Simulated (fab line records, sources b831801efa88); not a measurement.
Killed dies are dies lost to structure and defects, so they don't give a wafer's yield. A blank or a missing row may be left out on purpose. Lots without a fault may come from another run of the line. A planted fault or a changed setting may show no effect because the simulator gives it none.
One fault seen from 2 desks | flow sky130 | each desk has only its own numbers; what lay behind them comes last

THE METROLOGY DESK
What the gauges read, lot by lot, whatever tool the lot ran on: means of the sampled wafers that have a number. A lot is out of limits, marked OUT, if its mean lies more than 4 standard deviations from the usual mean; the brackets give that distance.
Columns: A = VIA2_BOW at SKY_VIA2_BOW_MEAS_03, usual 86 um; B = cd_nm at SKY_VIA2_CD_MEAS_12, usual 200.1 nm; C = VIA2_OVL at SKY_VIA2_OVL_MEAS_13, usual -2 nm
lot  | first seen here | A  | B     | C
L371 | day 35 15:26    | 84 | 199.2 | -3
L376 | day 38 05:02    | 79 | 199.8 | -3
L383 | day 40 12:31    | 80 | 198.4 | -9
L384 | day 40 16:18    | 93 | 201.1 | 0
L387 | day 41 08:34    | 87 | 200.3 | -8
L393 | day 42 06:27    | 88 | 201.9 | 2
This desk's finding: nothing out of limits on any of the 6 lots.

THE TOOL OWNER'S DESK: rie_diel-04
The tool's own readings at SKY_VIA2_ETCH_14 (etches BARC in N2/H2, stops on SiO2, time 45.9 s, target depth 60 nm): means of the sampled wafers that have a number, for each lot that ran on this tool. A lot is out of limits, marked OUT, if its mean lies more than 4 standard deviations from the usual mean; the brackets give that distance.
Columns: A = drypump_motor_current_A at SKY_VIA2_ETCH_14, usual 5.7 A; B = oes_product_au at SKY_VIA2_ETCH_14, usual 0.854 a.u.; C = throttle_valve_pct at SKY_VIA2_ETCH_14, usual 13.225 %
lot  | first seen here | A   | B     | C
L376 | day 39 06:56    | 5.4 | 0.854 | 13.235
L383 | day 41 12:58    | 5.8 | 0.853 | 13.224
L387 | day 42 08:01    | 5.8 | 0.853 | 13.226
This desk's finding: nothing out of limits on any of the 3 lots.

PUT TOGETHER
The metrology desk saw nothing out of limits.
The tool owner's desk saw nothing out of limits.

WHAT THE SIMULATOR HAD PUT IN
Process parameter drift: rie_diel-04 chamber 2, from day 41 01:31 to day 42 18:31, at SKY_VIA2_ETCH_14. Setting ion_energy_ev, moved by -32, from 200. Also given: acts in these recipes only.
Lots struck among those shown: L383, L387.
